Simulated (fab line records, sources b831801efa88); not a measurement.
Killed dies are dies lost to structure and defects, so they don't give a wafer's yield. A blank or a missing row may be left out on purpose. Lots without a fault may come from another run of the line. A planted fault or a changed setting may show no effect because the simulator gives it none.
fab line records | flow sky130
record lots=15 wafers=45 last_day=50
route steps=708 shown LDD_P@266 LDD_HVP@286 SPACER@305 SD_P@328
lots that met no fault: from a run of the same line without faults
start_h: hours from the record's first day to the start of the lot's first wafer shown | wait_h: hours since the lot's step before | " the same as in the row above | L1.1+2: a row that stands for several wafers | - no value, or no start given | * or withheld: withheld | < > ~ a bound
route shown NAME@n: a module of which the file shows steps, and the number in the route of the first | usual: mean/standard deviation of fault-free wafers | same: alike in all rows | chamber/n: place in a boat | sites: the reading at each site | _std_site: their standard deviation | _edge_site: outer sites' mean less inner sites' | radius_mm: how far each site lies from the wafer's centre | mask NAME#n: copy n | behind: the tool/chamber that last shaped the wafer | hold: why the lot was held/for how many hours/how that ended | device: the transistor (n, p or np) that didn't switch | end of line: the same wafers' tests at the end of the route | a step without rows: its recipe alone | killed: dies lost to structure and defects at the first sort, not the wafer's yield | map: a wafer's dies, x killed, . not, _ none there
set.NAME: the setting as run; set.NAME@STEP: as run at that earlier step | model.NAME: the simulator's own value behind a step, which no gauge read
steps of the route over a sample of lots; a table a step, a row a wafer
services: from which hour (start_h, from the record's first day; less than 0 if before it) a tool's chamber was out of use, for how many hours, and why
## steps
# step SKY_LDD_P_TW_MEAS_11
# usual LDD_P_TW=630/6.7
# columns lot.wafer tool chamber start_h wait_h LDD_P_TW
L821.1 film_metro-01 - 452.23 0.1 629
L821.3 " - " " 632
L821.4 " - " " 630
L824.1 film_metro-04 - 480.03 0.1 626
L824.5 " - " " 628
L824.6 " - " " 629
L823.2 film_metro-01 - 480.34 0.1 628
L823.3 " - " " 629
L823.5 " - " " 628
L826.1 film_metro-02 - 492.75 0.1 639
L826.4 " - " " 638
L826.6 " - " " 638
L825.2 film_metro-01 - 494.31 0.1 627
L825.3 " - " " 627
L825.5 " - " " 629
L827.2 film_metro-02 - 503.06 0.1 637
L827.3 " - " " 641
L827.6 " - " " 639
L831.1 film_metro-04 - 533.80 0.1 630
L831.4 " - " " 632
L831.5 " - " " 633
L833.1 film_metro-04 - 542.88 0.1 637
L833.2 " - " " 634
L833.4 " - " " 631
L832.4 film_metro-01 - 545.21 0.1 625
L832.5 " - " " 624
L832.6 " - " " 626
L838.1 film_metro-02 - 593.63 0.1 640
L838.2 " - " " 640
L838.4 " - " " 641
L839.3 film_metro-04 - 601.90 0.1 633
L839.4 " - " " 628
L839.6 " - " " 629
L840.1 film_metro-01 - 605.15 0.1 619
L840.4 " - " " 617
L840.5 " - " " 621
L841.1 film_metro-01 - 621.20 0.1 624
L841.5 " - " " 625
L841.6 " - " " 621
L842.2 film_metro-04 - 623.59 0.1 628
L842.3 " - " " 631
L842.6 " - " " 629
L843.1 film_metro-01 - 628.05 0.1 616
L843.4 " - " " 617
L843.6 " - " " 619
# step SKY_LDD_HVP_IMPLANT_08
# recipe species=B energy_kev=20 dose_cm2=1.7e+13 tilt_deg=17.9
# usual beam_energy_keV=20.000/0.0062 beam_on_s=10.00/0.19
# columns lot.wafer tool chamber start_h wait_h beam_energy_keV beam_on_s
L821.1 implanter-03 0 513.43 0.0 19.998 10.04
L821.3 " 0 " " 19.994 10.05
L821.4 " 0 " " 20.004 9.86
L824.1 implanter-01 0 540.93 0.0 19.993 10.05
L824.5 " 0 " " 19.987 10.07
L824.6 " 0 " " 19.994 9.77
L823.2 implanter-01 0 541.84 0.0 19.996 9.73
L823.3 " 0 " " 19.997 10.13
L823.5 " 0 " " 19.995 10.31
L826.1 implanter-02 0 552.48 0.0 19.993 10.22
L826.4 " 0 " " 19.999 10.35
L826.6 " 0 " " 19.997 10.31
L825.2 implanter-01 0 553.41 0.0 20.009 10.21
L825.3 " 0 " " 20.006 9.83
L825.5 " 0 " " 20.013 9.80
L827.2 implanter-03 0 563.76 0.0 20.007 10.36
L827.3 " 0 " " 19.998 9.73
L827.6 " 0 " " 20.005 10.23
L831.1 implanter-03 - 592.66 0.0 - -
L831.4 " - " " - -
L831.5 " - " " - -
L833.1 implanter-03 - 600.68 0.0 - -
L833.2 " - " " - -
L833.4 " - " " - -
L832.4 implanter-01 - 603.86 0.1 - -
L832.5 " - " " - -
L832.6 " - " " - -
L838.1 implanter-01 0 651.58 0.0 19.993 10.14
L838.2 " 0 " " 19.996 10.19
L838.4 " 0 " " 19.998 10.04
L839.3 implanter-03 0 659.93 0.1 20.013 9.98
L839.4 " 0 " " 20.002 10.24
L839.6 " 0 " " 20.003 10.04
L840.1 implanter-02 0 662.03 0.0 19.999 10.20
L840.4 " 0 " " 20.001 10.19
L840.5 " 0 " " 20.005 10.09
L841.1 implanter-02 0 677.03 0.0 19.993 9.81
L841.5 " 0 " " 19.987 9.64
L841.6 " 0 " " 19.995 9.96
L842.2 implanter-01 0 680.51 0.0 20.005 10.03
L842.3 " 0 " " 20.000 10.00
L842.6 " 0 " " 20.008 9.97
L843.1 implanter-03 0 683.58 0.0 19.993 9.40
L843.4 " 0 " " 19.995 9.80
L843.6 " 0 " " 19.996 10.00
# step SKY_LDD_HVP_TW_MEAS_10
# usual LDD_HVP_TW=449/3.6
# columns lot.wafer tool chamber start_h wait_h LDD_HVP_TW
L821.1 film_metro-04 - 513.68 0.1 455
L821.3 " - " " 454
L821.4 " - " " 453
L824.1 film_metro-01 - 541.18 0.1 450
L824.5 " - " " 450
L824.6 " - " " 449
L823.2 film_metro-01 - 542.07 0.1 448
L823.3 " - " " 450
L823.5 " - " " 448
L826.1 film_metro-03 - 552.73 0.1 451
L826.4 " - " " 447
L826.6 " - " " 448
L825.2 film_metro-01 - 553.64 0.1 445
L825.3 " - " " 443
L825.5 " - " " 442
L827.2 film_metro-04 - 563.99 0.1 452
L827.3 " - " " 454
L827.6 " - " " 452
L831.1 film_metro-01 - 592.91 0.1 29
L831.4 " - " " 29
L831.5 " - " " 29
L833.1 film_metro-01 - 600.93 0.1 29
L833.2 " - " " 29
L833.4 " - " " 29
L832.4 film_metro-04 - 604.06 0.1 30
L832.5 " - " " 30
L832.6 " - " " 30
L838.1 film_metro-03 - 651.83 0.1 446
L838.2 " - " " 449
L838.4 " - " " 444
L839.3 film_metro-01 - 660.15 0.1 444
L839.4 " - " " 443
L839.6 " - " " 444
L840.1 film_metro-04 - 662.28 0.1 453
L840.4 " - " " 451
L840.5 " - " " 454
L841.1 film_metro-04 - 677.28 0.1 449
L841.5 " - " " 453
L841.6 " - " " 450
L842.2 film_metro-04 - 680.74 0.1 453
L842.3 " - " " 452
L842.6 " - " " 451
L843.1 film_metro-01 - 683.83 0.1 447
L843.4 " - " " 447
L843.6 " - " " 444
# step SKY_SPACER_THK_MEAS_01
# recipe reads=Si3N4_of_SPACER_CVD_00
# usual SPACER_CVD_00_THK=43.3/0.39
# columns lot.wafer tool chamber start_h wait_h SPACER_CVD_00_THK[nm]
L821.1 film_metro-04 - 545.78 0.0 42.4
L821.3 " - " " 42.7
L821.4 " - " " 42.6
L824.1 film_metro-04 - 574.22 0.0 42.7
L824.5 " - " " 42.2
L824.6 " - " " 42.7
L823.2 film_metro-01 - 574.23 0.0 42.9
L823.3 " - " " 43.2
L823.5 " - " " 43.2
L826.1 film_metro-04 - 584.03 0.0 43.1
L826.4 " - " " 43.4
L826.6 " - " " 42.8
L825.2 film_metro-02 - 586.61 0.0 43.4
L825.3 " - " " 43.2
L825.5 " - " " 43.1
L827.2 film_metro-04 - 595.02 0.0 43.3
L827.3 " - " " 43.0
L827.6 " - " " 43.4
L838.1 film_metro-01 - 681.60 0.0 43.6
L838.2 " - " " 43.5
L838.4 " - " " 43.8
L839.3 film_metro-04 - 689.97 0.0 43.8
L839.4 " - " " 43.5
L839.6 " - " " 43.8
L840.1 film_metro-04 - 691.68 0.0 43.7
L840.4 " - " " 43.5
L840.5 " - " " 43.4
L841.1 film_metro-04 - 707.63 0.0 43.4
L841.5 " - " " 43.3
L841.6 " - " " 43.4
L842.2 film_metro-01 - 711.23 0.0 43.2
L842.3 " - " " 43.0
L842.6 " - " " 42.7
L843.1 film_metro-02 - 713.98 0.0 43.5
L843.4 " - " " 43.4
L843.6 " - " " 43.2
# step SKY_SD_P_OVL_MEAS_08
# usual SD_P_OVL=0.9/1.3
# columns lot.wafer tool chamber start_h wait_h SD_P_OVL[nm]
L821.1 overlay-02 - 604.57 0.1 0.9
L821.3 " - " " 1.5
L821.4 " - " " 0.4
L824.1 overlay-02 - 632.09 0.1 0.7
L824.5 " - " " 1.1
L824.6 " - " " 0.3
L823.2 overlay-02 - 632.40 0.1 0.9
L823.3 " - " " 1.7
L823.5 " - " " 1.6
L826.1 overlay-02 - 642.88 0.1 0.0
L826.4 " - " " 0.6
L826.6 " - " " 0.7
L825.2 overlay-02 - 645.05 0.1 0.6
L825.3 " - " " 0.0
L825.5 " - " " -0.6
L827.2 overlay-01 - 652.77 0.1 -0.6
L827.3 " - " " -0.4
L827.6 " - " " -0.4
L838.1 overlay-02 - 736.79 0.1 4.0
L838.2 " - " " 3.6
L838.4 " - " " 1.4
L839.3 overlay-01 - 745.88 0.1 0.4
L839.4 " - " " 1.4
L839.6 " - " " 2.5
L840.1 overlay-02 - 747.07 0.1 0.9
L840.4 " - " " 0.6
L840.5 " - " " 3.4
L841.1 overlay-01 - 761.82 0.1 1.1
L841.5 " - " " 0.9
L841.6 " - " " -2.0
L842.2 overlay-02 - 765.09 0.1 0.6
L842.3 " - " " 0.3
L842.6 " - " " -1.1
L843.1 overlay-02 - 765.69 0.1 1.0
L843.4 " - " " 2.6
L843.6 " - " " 1.1
## services
# columns tool chamber start_h hours kind
implanter-03 - 506.30 3.3 repair
implanter-01 - 531.52 2.8 repair
implanter-03 - 538.21 3.0 repair
implanter-01 - 572.61 19.6 pm
implanter-02 - 578.69 2.2 repair
implanter-01 - 592.19 1.0 repair
implanter-01 - 607.51 19.4 pm
implanter-01 - 633.29 5.2 pm
implanter-02 - 648.57 1.7 repair
## key
first_sign step=SKY_LDD_HVP_IMPLANT_08 reading=tool_record direction=missing
effect step=SKY_LDD_HVP_TW_MEAS_10 reading=LDD_HVP_TW direction=down sigmas=99+ usual=449 struck=29
met_at SKY_LDD_HVP_IMPLANT_08
struck_lots L831,L832,L833
later_rows_left_out L831.1,L831.4,L831.5,L832.4,L832.5,L832.6,L833.1,L833.2,L833.4
sort_left_out L831.1,L831.4,L831.5,L832.4,L832.5,L832.6,L833.1,L833.2,L833.4
tester_left_out L831,L832,L833
not_acting_at SKY_LDD_P_TW_MEAS_11,SKY_SPACER_THK_MEAS_01,SKY_SD_P_OVL_MEAS_08
onset_between 563.76 592.66
fault kind=skipped_step_whole tool=implanter-01,implanter-03 chamber=- onset_h=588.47 steps=SKY_LDD_HVP_IMPLANT_08 scope=struck_lots_only
# tester_left_out: of these lots the tester's yield and bins aren't shown, on N5 and GAA mostly nor the transistor test; their killed dies are dies lost to structure and defects alone, not to doping, threshold or leakage, so they don't give the yield
# sort_left_out: the simulated sort isn't trusted on such a fault, so these wafers' sort isn't shown, and their yield isn't known
# later_rows_left_out: the simulator's readings of these wafers behind a module that went badly wrong aren't trusted and aren't shown, but for the sort
